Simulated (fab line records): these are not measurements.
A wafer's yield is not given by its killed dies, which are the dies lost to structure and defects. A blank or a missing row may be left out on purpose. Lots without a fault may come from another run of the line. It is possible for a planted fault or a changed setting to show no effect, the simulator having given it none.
Which tool did it?    flow sky130    Sampling: 10 lots, 30 wafers, 2 of 708 route steps

## WHAT THE GAUGES SHOWED, per wafer
SKY_CAPM_OVL_MEAS_12. Usual: for CAPM_OVL the level is 0.5 nm and the standard deviation is 1.3.
lot   measured      on          CAPM_OVL (nm)  flag
L891  day 38 04:40  overlay-02  0.0 1.6 3.0    
L899  day 40 13:07  overlay-01  0.2 -1.1 -0.4  
L900  day 40 18:16  overlay-02  0.2 -1.5 -0.6  
L903  day 41 17:32  overlay-02  1.3 -0.1 0.3   
L906  day 42 09:08  overlay-01  -0.5 0.0 3.2   
L905  day 42 10:31  overlay-01  0.4 0.2 -1.3   
L907  day 43 11:28  overlay-01  1.4 0.3 0.5    
L910  day 43 14:48  overlay-02  0.6 1.0 1.5    
L911  day 43 16:23  overlay-02  1.0 3.4 3.9    
L912  day 43 20:53  overlay-02  0.9 -0.4 1.9   

## EACH LOT AND THE TOOL THAT RAN IT (in order: tool; ch and the chambers of the sampled wafers; start)
lot   SKY_METAL3_SPUTTER_04
L891  pvd sputter-01, day 37 01:49
L899  pvd sputter-01, day 39 11:28
L900  pvd sputter-03, day 39 18:33
L903  pvd sputter-02, day 40 17:41
L906  pvd sputter-01, day 41 09:47
L905  pvd sputter-01, day 41 10:42
L907  pvd sputter-03, day 42 12:45
L910  pvd sputter-01, day 42 15:55
L911  pvd sputter-02, day 42 17:29
L912  pvd sputter-03, day 42 21:41
- SKY_METAL3_SPUTTER_04: material TiN, target thk 70 nm, time 58.3 s.

## AS READ BY THE TOOLS THEMSELVES (means over the sampled wafers that have a number; for cases with no such wafer, the mark the record gives instead)
SKY_METAL3_SPUTTER_04. Usual: cathode dc power W 6499.8 W, standard deviation 1.1; throttle valve pct 30.2 %, standard deviation 1.2.
lot   tool            cathode dc power W (W)  throttle valve pct (%)  flag
L891  pvd sputter-01  6499.9                  30.1                    
L899  pvd sputter-01  6500.6                  31.2                    
L900  pvd sputter-03  6499.8                  29.9                    
L903  pvd sputter-02  6498.2                  30.0                    
L906  pvd sputter-01  6500.0                  30.1                    
L905  pvd sputter-01  6499.6                  29.6                    
L907  pvd sputter-03  6500.2                  31.2                    
L910  pvd sputter-01  6499.7                  30.2                    
L911  pvd sputter-02  6498.6                  29.6                    
L912  pvd sputter-03  6499.5                  30.8                    

## THE ANSWER, worked out from the rows above alone
Rule: take the mean of a lot's wafers that have a number; if it is more than 3 standard deviations from the usual mean, the lot is off. Also off: a lot with no number at a reading for which 4 or more lots have one. Any other lot the step has rows for is counted as sound. The gauges are gone through in route order, then the tools' own readings, and for those a lot's mean is taken as printed above. The first step at which some lot is off is used, and at that step the reading that is off furthest; a lot without a number counts as furthest.
Nothing can be told from this: no lot is off at any reading shown.

## WHAT THE SIMULATOR HAD INSERTED
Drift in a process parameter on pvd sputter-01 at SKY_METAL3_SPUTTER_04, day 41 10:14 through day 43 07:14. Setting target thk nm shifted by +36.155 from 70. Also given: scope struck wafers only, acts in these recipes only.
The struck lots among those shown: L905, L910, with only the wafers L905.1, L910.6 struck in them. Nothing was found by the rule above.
